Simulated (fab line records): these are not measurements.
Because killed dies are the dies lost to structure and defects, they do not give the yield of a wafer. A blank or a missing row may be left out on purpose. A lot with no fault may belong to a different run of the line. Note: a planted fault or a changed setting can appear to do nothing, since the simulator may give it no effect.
Which tool is to blame? -- flow sky130 -- 39 wafers from 13 lots sampled at 4 of the route's 708 steps

WHAT THE GAUGES READ, wafer by wafer
SKY_LI_CONTACT_OVL_MEAS_13.
lot,measured,on,LI_CONTACT_OVL (nm)
L843,day 29 13:17,overlay-01,-7 2 -5
L844,day 29 22:40,overlay-02,7 3 5
L845,day 30 12:43,overlay-02,2 -7 5
L846,day 30 13:44,overlay-02,-1 -6 -9
L847,day 31 00:11,overlay-01,11 10 3
L850,day 32 16:00,overlay-01,2 5 2
L852,day 33 15:47,overlay-02,8 5 6
L854,day 33 22:05,overlay-01,3 -1 3
L858,day 34 17:07,overlay-02,-4 -1 2
L859,day 35 02:11,overlay-02,-1 5 1
L863,day 36 02:06,overlay-01,7 8 8
L864,day 36 08:59,overlay-01,-3 0 -1
L865,day 37 06:29,overlay-02,13 11 15

SKY_CONTACT_CD_MEAS_14 targets a cd of 170 nm.
lot,measured,on,cdNm (nm)
L843,day 31 22:46,cdSem-01,169.2 169.5 167.8
L844,day 32 07:54,cdSem-02,168.4 168.2 168.5
L845,day 32 22:05,cdSem-02,168.5 166.6 169.6
L846,day 32 22:37,cdSem-01,169.2 169.8 169.6
L847,day 33 08:52,cdSem-02,171.0 171.0 171.2
L850,day 34 23:52,cdSem-02,167.1 168.6 167.9
L852,day 35 23:46,cdSem-02,166.4 162.0 160.4
L854,day 36 05:59,cdSem-01,170.7 171.6 172.5
L858,day 36 23:25,cdSem-01,169.0 169.2 169.0
L859,day 37 08:58,cdSem-02,171.3 170.5 170.8
L863,day 38 08:40,cdSem-02,168.8 167.6 168.3
L864,day 38 14:59,cdSem-02,168.4 168.1 168.8
L865,day 39 12:37,cdSem-02,170.8 170.4 170.5

TOOL THAT RAN EACH LOT (tool first, then ch and the chambers of the sampled wafers, then the start)
lot,SKY_LI_CONTACT_ETCH_14,SKY_CONTACT_EXPOSE_11
L843,"rieDiel-04 ch 1,2, day 29 13:19","krfScanner-02 ch 0, day 31 09:32"
L844,"rieDiel-03 ch 1,3, day 29 22:41","krfScanner-01 ch 0, day 31 18:13"
L845,"rieDiel-02 ch 0,1,3, day 30 12:44","krfScanner-01 ch 0, day 32 09:29"
L846,"rieDiel-04 ch 0,2,3, day 30 13:46","krfScanner-02 ch 0, day 32 09:50"
L847,"rieDiel-02 ch 0,2,3, day 31 00:13","krfScanner-01 ch 0, day 32 19:08"
L850,"rieDiel-03 ch 1,2, day 32 16:02","krfScanner-02 ch 0, day 34 10:50"
L852,"rieDiel-02 ch 0,2,3, day 33 15:49","krfScanner-01 ch 0, day 35 10:29"
L854,"rieDiel-02 ch 1,2,3, day 33 22:07","krfScanner-02 ch 0, day 35 17:06"
L858,"rieDiel-02 ch 1,2,3, day 34 17:08","krfScanner-02 ch 0, day 36 10:47"
L859,"rieDiel-03 ch 0,3, day 35 02:13","krfScanner-02 ch 0, day 36 19:38"
L863,"rieDiel-04 ch 0,2,3, day 36 02:07","krfScanner-01 ch 0, day 37 19:28"
L864,"rieDiel-04 ch 0,2,3, day 36 09:01","krfScanner-01 ch 0, day 38 02:56"
L865,"rieDiel-03 ch 0,2,3, day 37 06:32","krfScanner-02 ch 0, day 38 23:20"
- SKY_LI_CONTACT_ETCH_14: etches BARC in N2/H2, stops on SiO2, time 45.9 s, target depth 60 nm.
- SKY_CONTACT_EXPOSE_11: exposes mask CTM1, target cd 170 nm.

AS READ BY THE TOOLS THEMSELVES (means over the sampled wafers that have a number; for cases with no such wafer, the mark the record gives instead)
SKY_LI_CONTACT_ETCH_14.
lot,tool,drypumpMotorCurrentA (A),oesProductAu (a.u.),throttleValvePct (%)
L843,rieDiel-04,5.7,0.856,13.220
L844,rieDiel-03,5.7,0.854,13.215
L845,rieDiel-02,5.7,0.853,13.227
L846,rieDiel-04,5.8,0.856,13.215
L847,rieDiel-02,6.1,0.856,13.218
L850,rieDiel-03,5.5,0.853,13.221
L852,rieDiel-02,6.1,0.857,13.220
L854,rieDiel-02,5.6,0.857,13.221
L858,rieDiel-02,5.6,0.850,13.224
L859,rieDiel-03,6.1,0.853,13.219
L863,rieDiel-04,5.8,0.854,13.213
L864,rieDiel-04,5.8,0.853,13.222
L865,rieDiel-03,6.0,0.851,13.228

THE ANSWER, worked out from the rows above alone
Rule: the usual values come from the lots themselves. The widest of any qualifying gaps counts: lots, ordered by their means at a reading, are off when they make up no more than a third of the lots, leave a main group of 4 or more, and stand apart from it by 3 or more times the standard deviation of that group's means. Not used: any main group whose means are identical at the precision the tables above print for the reading. Also off: a lot with no number at a reading for which 4 or more lots have one. All remaining lots with rows at the step are treated as sound. After the gauges, taken in route order, come the tools' own readings; for these a lot's mean is taken, as printed above. At the first step where some lot is off, the reading lying furthest off is the one used; lots without a number count as furthest.
Off: L852, at SKY_CONTACT_CD_MEAS_14 (cdNm). The main group: mean 169.4 nm, standard deviation 1.2.
A tool fits if, at a process step before that reading, it ran every lot that is off, and no sound lot after the first of them. Gauges at SKY_CONTACT_CD_MEAS_14: tried the same way as those tools. No candidate that was tried fits.

WHAT THE SIMULATOR HAD PUT IN
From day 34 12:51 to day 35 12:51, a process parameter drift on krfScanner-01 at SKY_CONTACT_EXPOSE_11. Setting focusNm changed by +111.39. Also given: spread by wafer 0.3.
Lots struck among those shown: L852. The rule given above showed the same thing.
